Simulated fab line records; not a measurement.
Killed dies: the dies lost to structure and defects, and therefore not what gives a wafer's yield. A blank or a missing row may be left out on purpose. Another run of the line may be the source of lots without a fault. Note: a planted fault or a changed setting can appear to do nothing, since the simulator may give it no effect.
The tool behind it: which one?	flow sky130	15 lots (45 wafers sampled), 1 step of a 708-step route

WHAT THE GAUGES SHOWED, per wafer
SKY_VIA3_THK_MEAS_01.
lot	measured	on	VIA3_HDPCVD_THK (nm)
L687	day 40 23:56	film metro-02	1695 1699 1678
L688	day 41 06:37	film metro-04	1723 1712 1727
L691	day 42 05:56	film metro-04	1687 1712 1756
L692	day 42 08:16	film metro-04	1687 1670 1702
L694	day 42 16:17	film metro-02	1761 1729 1703
L695	day 43 06:53	film metro-01	1693 1707 1697
L696	day 43 12:00	film metro-04	1724 1682 1678
L699	day 44 06:49	film metro-04	1713 1700 1732
L700	day 44 07:53	film metro-04	1726 1730 1709
L702	day 44 17:24	film metro-04	1711 1733 1702
L703	day 45 07:04	film metro-01	1726 1732 1748
L704	day 45 07:24	film metro-02	1707 1695 1713
L705	day 46 00:52	film metro-01	1735 1723 1691
L706	day 46 01:27	film metro-01	1750 1703 1699
L707	day 46 07:15	film metro-04	1733 1725 1726

WHICH TOOL RAN EACH LOT (tool, then ch and the chambers of the sampled wafers, then the start)
No process step before these readings appears in the record.

WHAT THE TOOLS THEMSELVES READ (means of the sampled wafers that have a number; where no wafer has one, the mark that the record gives instead)
The record holds no such reading with a usual standard deviation.

THE ANSWER, worked out from the rows above alone
Rule: what is usual is taken from the lots themselves. Put in order of their means at a reading, lots are off if they are a third of the lots or fewer, leave a main group of 4 or more, and stand apart from it by a gap of 3 or more times the standard deviation of the main group's means; of several such gaps the widest counts. Not used: any main group whose means are identical at the precision the tables above print for the reading. Also off: a lot with no number at a reading for which 4 or more lots have one. Where the step has rows for the other lots, those lots are counted as sound. The gauges are gone through in route order, then the tools' own readings, and for those a lot's mean is taken as printed above. The first step at which some lot is off is used, and at that step the reading that is off furthest; a lot without a number counts as furthest.
Across all readings shown, no lot is off: no conclusion can be drawn from this.

WHAT THE SIMULATOR HAD INSERTED
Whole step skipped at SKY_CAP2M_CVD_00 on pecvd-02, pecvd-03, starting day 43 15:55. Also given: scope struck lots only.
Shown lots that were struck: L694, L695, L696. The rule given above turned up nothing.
